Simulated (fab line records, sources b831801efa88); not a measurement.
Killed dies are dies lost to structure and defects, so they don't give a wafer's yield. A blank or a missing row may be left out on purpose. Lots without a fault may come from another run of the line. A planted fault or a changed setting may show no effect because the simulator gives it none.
Problem report in the 8D (eight disciplines) form, filled by code | flow gf180mcu | the parts of the form that need people (team, actions taken, sign-off) are left out

1. THE PROBLEM
CONTACT_W_RS at GF_CONTACT_RS_MEAS_25 reads a mean of 0.583 ohm/sq on 3 wafers of 2 lots; wafers without a fault read 0.385 ohm/sq with a standard deviation of 0.0049. That is +40 standard deviations from the usual mean.
The step: measures by four-point-probe.
First seen on wafer L173.5, day 19 13:05, on film_metro-03. The record holds 33 wafers of 11 lots with a number at this step. Rule for "out", or "out of limits": more than 4 standard deviations from the usual mean. The other wafers with a number count as sound.

2. WHAT IT IS AND WHAT IT IS NOT
question                    | is                           | is not
which readings at this step | CONTACT_W_RS                 | -
which lots                  | L173, L175                   | L165, L169, L170, L171, L184, L185, L186, L187, L188
which wafers of those lots  | L173.5, L175.1, L175.3       | L173.2, L173.4, L175.2
read on which gauges        | film_metro-02, film_metro-03 | film_metro-04
when                        | from day 19 13:05            | up to then (14 sound wafers); but 16 sound wafers of L175, L184, L185, L186, L187, L188 came after

3. SUSPECTS, AND WHAT RULES EACH OUT
Counting: a tool at a process step up to the reading stays a suspect if it ran every lot that is out. Sound lots after the first of them don't rule it out here, since some wafers of a struck lot are sound.
- the gauge at GF_CONTACT_RS_MEAS_25: ruled out. The wafers that are out were read on 2 gauges (film_metro-02, film_metro-03).
- cvd_w-02 at GF_CONTACT_CVD_24 (deposits W, target thk 300 nm, time 90.339 s): kept. It ran every lot that is out, first L173 (day 19 12:58); its last sound lot up to then is L171 (day 18 20:49). Its own readings are out on those wafers: susceptor_temp_C.
- Within cvd_w-02 at GF_CONTACT_CVD_24: the wafers that are out ran in chamber 0; their sound lot-mates ran in chamber 1.
Left after counting: cvd_w-02 at GF_CONTACT_CVD_24.

4. THE CAUSE (what the simulator had put in)
Process parameter drift: cvd_w-02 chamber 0, from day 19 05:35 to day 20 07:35, at GF_CONTACT_CVD_24. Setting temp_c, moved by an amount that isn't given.
Counting left only this tool.

5. THE CHAIN OF EFFECTS, in route order
Each row: a reading whose mean over the struck wafers that have a number lies more than 3 standard deviations from the usual. Only readings for which the record gives a usual standard deviation are gone through. hours: the time from each lot's start at the first step in this table that gives one to its start at this step, as a median over the lots. sigmas: the change in usual standard deviations.
hours | step                   | reading            | usual        | on struck wafers | change | sigmas
0     | GF_CONTACT_CVD_24      | susceptor_temp_C   | 399.97 C     | 377.68           | -22.29 | -99 or more
0     | GF_CONTACT_RS_MEAS_25  | CONTACT_W_RS       | 0.385 ohm/sq | 0.583            | +0.198 | +40
0     | GF_CONTACT_THK_MEAS_26 | CONTACT_W_THK      | 291 nm       | 193              | -98    | -26
0     | GF_CONTACT_CMP_27      | time_to_endpoint_s | 71 s         | 50               | -21    | -5.2
The process steps in it:
- GF_CONTACT_CVD_24: deposits W, target thk 300 nm, time 90.339 s.
- GF_CONTACT_CMP_27: polishes, stops on SiO2, t overpolish 15 s, target thk 0 nm.

6. WHAT WOULD HAVE CAUGHT IT SOONER
In this record the first reading out of limits at a measuring or inspecting step was taken at day 19 13:05, 8 hours after the fault began at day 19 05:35.
The tool's own readings at GF_CONTACT_CVD_24 were out on every struck wafer that the step has a row for (susceptor_temp_C): an alarm limit on them would have fired on the first of those.
Of the lots that are out (2), L175 began GF_CONTACT_CVD_24 on cvd_w-02 after day 19 13:05. A hold on the tool at that time would have spared it.
